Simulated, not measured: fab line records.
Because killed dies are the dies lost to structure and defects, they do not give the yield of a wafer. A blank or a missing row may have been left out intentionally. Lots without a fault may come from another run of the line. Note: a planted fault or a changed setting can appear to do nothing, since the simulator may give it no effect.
Matching of chambers / flow gf180mcu / pecvd-01 running GF_PASSIVATION_CVD_02: 3 sister chambers
The step deposits Si3N4, target thk 700 nm, time 486.18 s. 3 wafers are shown with their chamber, then 9 later ones without.

== WAFERS PAIRED WITH THEIR CHAMBERS ==
wafer=L084.6; chamber=2; heater power outer w (W)=454
wafer=L089.4; chamber=1; heater power outer w (W)=456
wafer=L089.6; chamber=0; heater power outer w (W)=432

== WAFERS WITHOUT THEIR CHAMBER ==
wafer=L091.4; heater power outer w (W)=392
wafer=L091.5; heater power outer w (W)=488
wafer=L091.6; heater power outer w (W)=489
wafer=L093.1; heater power outer w (W)=408
wafer=L093.4; heater power outer w (W)=434
wafer=L093.6; heater power outer w (W)=383
wafer=L096.3; heater power outer w (W)=461
wafer=L096.4; heater power outer w (W)=463
wafer=L096.5; heater power outer w (W)=471

== EACH ONE'S CHAMBER ==
wafer=L091.4; from the rows above=can't be placed: 0 or 2 or 1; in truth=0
wafer=L091.5; from the rows above=can't be placed: 1 or 2 or 0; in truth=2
wafer=L091.6; from the rows above=can't be placed: 1 or 2 or 0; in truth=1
wafer=L093.1; from the rows above=can't be placed: 0 or 2 or 1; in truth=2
wafer=L093.4; from the rows above=can't be placed: 0 or 2 or 1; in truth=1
wafer=L093.6; from the rows above=can't be placed: 0 or 2 or 1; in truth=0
wafer=L096.3; from the rows above=can't be placed: 1 or 2 or 0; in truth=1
wafer=L096.4; from the rows above=can't be placed: 1 or 2 or 0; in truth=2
wafer=L096.5; from the rows above=can't be placed: 1 or 2 or 0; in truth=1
0 of 9 placed correctly. Can't be placed from these rows: 9 (the true chamber is among the candidates in 9). Placed wrongly: 0.
How it was worked out, from the rows above alone: a wafer's distance from a chamber is the root of the sum, over the readings, of the square of ((its reading less the chamber's mean) divided by the reading's scatter). If the next closest chamber is less than 2 further off than the closest, the wafer can't be placed; otherwise it belongs to the closest. A chamber's mean is the mean of its shown wafers. The scatter: with one shown wafer a chamber, the root of the mean of the squares of how far each hidden wafer lies from its nearest shown one.
